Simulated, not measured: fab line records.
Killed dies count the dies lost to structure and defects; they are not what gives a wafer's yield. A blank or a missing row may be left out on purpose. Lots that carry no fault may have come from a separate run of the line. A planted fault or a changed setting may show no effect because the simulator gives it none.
Matching of chambers -- flow gf180mcu -- GF_V1_CMP_04 on cmp-02: 4 sister chambers
The step polishes SiO2. 14 wafers are shown with their chamber, then 7 later ones without.

EACH WAFER AND ITS CHAMBER
wafer,chamber,motor_current_A (A),time_to_endpoint_s (s)
L104.1,2,15.8,74
L104.4,3,12.6,80
L104.6,1,10.4,78
L105.1,3,11.5,73
L105.2,2,14.3,73
L105.6,3,12.4,75
L107.2,1,10.4,82
L107.5,3,11.9,85
L107.6,0,13.7,82
L108.1,1,10.4,74
L108.2,2,13.9,80
L108.3,0,13.3,72
L117.3,3,12.5,77
L117.4,1,10.6,81

SIGNATURES (means of the wafers above)
reading,chamber 0,chamber 1,chamber 2,chamber 3,scatter within a chamber
motor_current_A,13.500,10.450,14.667,12.180,0.546
time_to_endpoint_s,77.00,78.75,75.67,78.00,4.53
Rule: for each reading, subtract the chamber's mean from the wafer's reading, divide by that reading's scatter and square the result; add these up over the readings and take the root, which gives the wafer's distance from the chamber. If the next closest chamber is less than 2 further off than the closest, the wafer can't be placed; otherwise it belongs to the closest. The scatter is the square root of a quotient: the sum, over the shown wafers, of each reading's squared deviation from its chamber's mean, divided by wafers minus chambers.

WAFERS WHOSE CHAMBER IS MISSING
wafer,motor_current_A (A),time_to_endpoint_s (s)
L117.6,14.9,84
L119.1,12.0,83
L119.4,13.2,83
L119.5,14.3,83
L123.2,14.6,85
L123.3,15.0,78
L123.4,12.2,82

THE CHAMBER EACH PASSED THROUGH
wafer,from the rows above,in truth
L117.6,can't be placed: 2 or 0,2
L119.1,can't be placed: 3 or 1 or 0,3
L119.4,can't be placed: 0 or 3 or 2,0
L119.5,can't be placed: 2 or 0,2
L123.2,can't be placed: 2 or 0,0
L123.3,can't be placed: 2 or 0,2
L123.4,can't be placed: 3 or 0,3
Placed correctly: 0 of 7. Not placeable from these rows: 7 (in 7, the candidates include the true chamber). Number placed wrongly: 0.
